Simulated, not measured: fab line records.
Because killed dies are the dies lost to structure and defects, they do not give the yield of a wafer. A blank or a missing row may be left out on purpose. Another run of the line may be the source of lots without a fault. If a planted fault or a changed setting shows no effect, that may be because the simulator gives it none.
Comparing a struck lot with a sound one -- flow sky130 -- 27 out of 708 route steps
Sound: these wafers, L303.1, L303.2, L303.5. Wafers struck: L295.2, L295.3, L295.6. The cause comes at the end.
Order at every step that has rows: each side's tool, ch and its chambers, its first start. Under that, the readings that differ: sound wafers -- struck wafers -- difference of the means -- sigmas: that difference in standard deviations of wafers without a fault.
alike: words and numbers the same on both sides, and readings whose means are apart by under 2 such deviations; not compared: readings that were withheld, readings missing a value for some wafer, numbers with overlapping values and no deviation given by the record, and bounds like >300 which may hide the same value.
A row with sigmas, a row that says differs or no value, or rows on one side alone: a step with any of these is where the two part. Numbers that don't overlap but have no deviation are shown without sigmas and don't part them. Lack of a reading on every wafer of one side parts them only where that side has two or more wafers.

SKY_VT_ADJUST_LVTN_STRIP_20: strips in O2/N2.
  sound on plasmaAsher-02 ch 0,1, day 12 05:49; struck on plasmaAsher-04 ch 0, day 9 20:19
reading,sound,struck,difference,sigmas
stripTimeToEndpointS (s),14.10 14.10 14.12,14.15 14.20 14.22,+0.08,+2
  alike: chamberPressureMTorr, drypumpMotorCurrentA, n2FlowSccm, oesProductAu
  not compared: rfHoursCounterH
SKY_VT_ADJUST_LVTN_TW_MEAS_21:
  sound on filmMetro-03 at day 12 05:55; struck on filmMetro-02 at day 9 20:25
  alike: VT_ADJUST_LVTN_2_TW
then, 7 steps without rows for these wafers: SKY_VT_ADJUST_NCORE_DEHYDRATE_00 (time 60 s); SKY_VT_ADJUST_NCORE_HMDS_01 (prime time 60 s); SKY_VT_ADJUST_NCORE_COAT_02 (resist thk 1140 nm); SKY_VT_ADJUST_NCORE_SOFTBAKE_03 (time 60 s); SKY_VT_ADJUST_NCORE_EXPOSE_04 (exposes mask LVTN COMPLEMENT THIN, target cd 380 nm); SKY_VT_ADJUST_NCORE_PEB_05; SKY_VT_ADJUST_NCORE_DEVELOP_06 (develop time 57.14 s).
SKY_VT_ADJUST_NCORE_CD_MEAS_07 targets a cd of 380 nm.
  sound on cdSem-02 at day 13 06:41; struck on cdSem-01 at day 10 19:12
  alike: cdNm
SKY_VT_ADJUST_NCORE_OVL_MEAS_08:
  sound on overlay-01 at day 13 06:48; struck on overlay-01 at day 10 19:18
  alike: VT_ADJUST_NCORE_OVL
after that, 1 step had no rows for these wafers: SKY_VT_ADJUST_NCORE_IMPLANT_09.
SKY_VT_ADJUST_NCORE_STRIP_10: strips in O2/N2.
  sound on plasmaAsher-03 ch 0,1, day 13 06:59; struck on plasmaAsher-03 ch 0,1, day 10 19:29
  no value came back on the struck wafers for any of 5 readings (chamberPressureMTorr (mTorr), drypumpMotorCurrentA (A) and others); on the sound wafers chamberPressureMTorr (mTorr) reads 1496.8 1499.5 1500.8
reading,sound,struck,difference,sigmas
model.NOVOLAK_of_VT_ADJUST_NCORE_COAT_02.thkNm (nm),0 0 0,1135 1138 1138,+1137,
  not compared: rfHoursCounterH
SKY_VT_ADJUST_NCORE_TW_MEAS_11:
  sound on filmMetro-02 at day 13 07:05; struck on filmMetro-02 at day 10 19:35
  alike: VT_ADJUST_NCORE_TW
then, 7 steps without rows for these wafers: SKY_VT_ADJUST_HVTR_DEHYDRATE_00 (time 60 s); SKY_VT_ADJUST_HVTR_HMDS_01 (prime time 60 s); SKY_VT_ADJUST_HVTR_COAT_02 (resist thk 1140 nm); SKY_VT_ADJUST_HVTR_SOFTBAKE_03 (time 60 s); SKY_VT_ADJUST_HVTR_EXPOSE_04 (exposes mask HVTRM, target cd 380 nm); SKY_VT_ADJUST_HVTR_PEB_05; SKY_VT_ADJUST_HVTR_DEVELOP_06 (develop time 60 s).
SKY_VT_ADJUST_HVTR_CD_MEAS_07 targets a cd of 380 nm.
  sound on cdSem-01 at day 14 08:47; struck on cdSem-01 at day 11 19:03
  alike: cdNm
SKY_VT_ADJUST_HVTR_OVL_MEAS_08:
  sound on overlay-01 at day 14 08:54; struck on overlay-01 at day 11 19:10
  alike: VT_ADJUST_HVTR_OVL
after that, 1 step had no rows for these wafers: SKY_VT_ADJUST_HVTR_IMPLANT_09.
SKY_VT_ADJUST_HVTR_STRIP_10: strips in O2/N2.
  sound on plasmaAsher-01 ch 0,1, day 14 09:05; struck on plasmaAsher-01 ch 0,1, day 11 19:20
reading,sound,struck,difference,sigmas
stripTimeToEndpointS (s),14.21 14.21 14.15,31.21 31.24 31.24,+17.04,+99 or more
  alike: chamberPressureMTorr, drypumpMotorCurrentA, n2FlowSccm, oesProductAu
  not compared: rfHoursCounterH
SKY_VT_ADJUST_HVTR_TW_MEAS_11:
  sound on filmMetro-02 at day 14 09:11; struck on filmMetro-02 at day 11 19:27
reading,sound,struck,difference,sigmas
VT_ADJUST_HVTR_TW,205 206 205,29 29 29,-176,-57
then, 1 step without rows for these wafers: SKY_VT_ADJUST_PCH_DEHYDRATE_00 (time 60 s).

## WHERE THEY PART
At SKY_VT_ADJUST_LVTN_STRIP_20 first; at SKY_VT_ADJUST_HVTR_TW_MEAS_11 last (within this record only).

WHY: whatever the simulator had introduced
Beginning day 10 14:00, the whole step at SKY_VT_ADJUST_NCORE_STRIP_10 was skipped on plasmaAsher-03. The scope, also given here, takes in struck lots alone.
